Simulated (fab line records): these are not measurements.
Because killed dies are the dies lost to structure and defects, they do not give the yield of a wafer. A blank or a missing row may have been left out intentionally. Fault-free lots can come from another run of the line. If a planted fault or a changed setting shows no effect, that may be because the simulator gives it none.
Which tool is to blame?	flow sky130	10 lots with 30 wafers sampled at 3 steps, on a route of 708 steps

== WHAT THE GAUGES SHOWED, per wafer ==
SKY_POLY_GATE_THK_MEAS_04.
lot	measured	on	POLY_GATE_CVD_03_THK (nm)
L474	day 15 16:12	film-metro-02	74.6 74.5 74.9
L479	day 17 18:06	film-metro-02	74.2 74.0 74.5
L478	day 17 18:05	film-metro-04	76.0 75.4 76.6
L480	day 17 22:17	film-metro-03	75.4 74.8 75.4
L483	day 18 23:09	film-metro-04	115.3 115.2 115.2
L482	day 19 00:32	film-metro-02	114.1 114.5 114.2
L484	day 19 09:38	film-metro-02	115.5 115.8 115.4
L492	day 22 22:01	film-metro-03	74.9 74.5 75.1
L493	day 23 10:38	film-metro-03	74.9 74.7 74.9
L494	day 23 19:47	film-metro-04	74.2 74.3 74.3

== WHICH TOOL RAN EACH LOT (tool, then ch and the chambers of the sampled wafers, then the start) ==
lot	SKY_GATE_OXIDE_STRIP_13	SKY_POLY_GATE_CVD_03
L474	plasma-asher-04 ch 0,1, day 14 08:25	lpcvd-02 ch 0, day 15 14:51
L479	plasma-asher-02 ch 0,1, day 16 09:13	lpcvd-02 ch 0, day 17 16:44
L478	plasma-asher-01 ch 0,1, day 16 09:25	lpcvd-02 ch 1, day 17 16:44
L480	plasma-asher-01 ch 0,1, day 16 14:23	lpcvd-02 ch 1, day 17 20:56
L483	plasma-asher-02 ch 0,1, day 17 11:40	lpcvd-02 ch 1, day 18 21:47
L482	plasma-asher-02 ch 0,1, day 17 12:21	lpcvd-02 ch 0, day 18 23:10
L484	plasma-asher-02 ch 0,1, day 17 21:18	lpcvd-02 ch 0, day 19 08:17
L492	plasma-asher-02 ch 0,1, day 21 10:48	lpcvd-02 ch 0, day 22 19:58
L493	plasma-asher-04 ch 0,1, day 21 23:34	lpcvd-02 ch 0, day 23 08:35
L494	plasma-asher-02 ch 0,1, day 22 05:33	lpcvd-02 ch 1, day 23 17:45
- SKY_GATE_OXIDE_STRIP_13: strips in O2/N2.
- SKY_POLY_GATE_CVD_03: deposits Si3N4 from DCS/NH3, target thk 75 nm, time 1290 s.

== THE ANSWER, worked out from the rows above alone ==
Rule: the usual values come from the lots themselves. Put in order of their means at a reading, lots are off if they are a third of the lots or fewer, leave a main group of 4 or more, and stand apart from it by a gap of 3 or more times the standard deviation of the main group's means; of several such gaps the widest counts. The tables above print the reading to a certain number of digits; a main group whose means all agree to those digits is not used. Also off: a lot with no number at a reading for which 4 or more lots have one. Any other lot the step has rows for is counted as sound.
Off: L483, L482, L484, at SKY_POLY_GATE_THK_MEAS_04 (POLY_GATE_CVD_03_THK). The main group has a mean of 74.9 nm with a standard deviation of 0.56.
If a tool, at a process step before that reading, ran all the lots that are off and no sound lot after the first of them, it fits. Gauges at SKY_POLY_GATE_THK_MEAS_04: tried the same way as those tools. None of those tried fits.

== WHAT HAD BEEN PUT IN BY THE SIMULATOR ==
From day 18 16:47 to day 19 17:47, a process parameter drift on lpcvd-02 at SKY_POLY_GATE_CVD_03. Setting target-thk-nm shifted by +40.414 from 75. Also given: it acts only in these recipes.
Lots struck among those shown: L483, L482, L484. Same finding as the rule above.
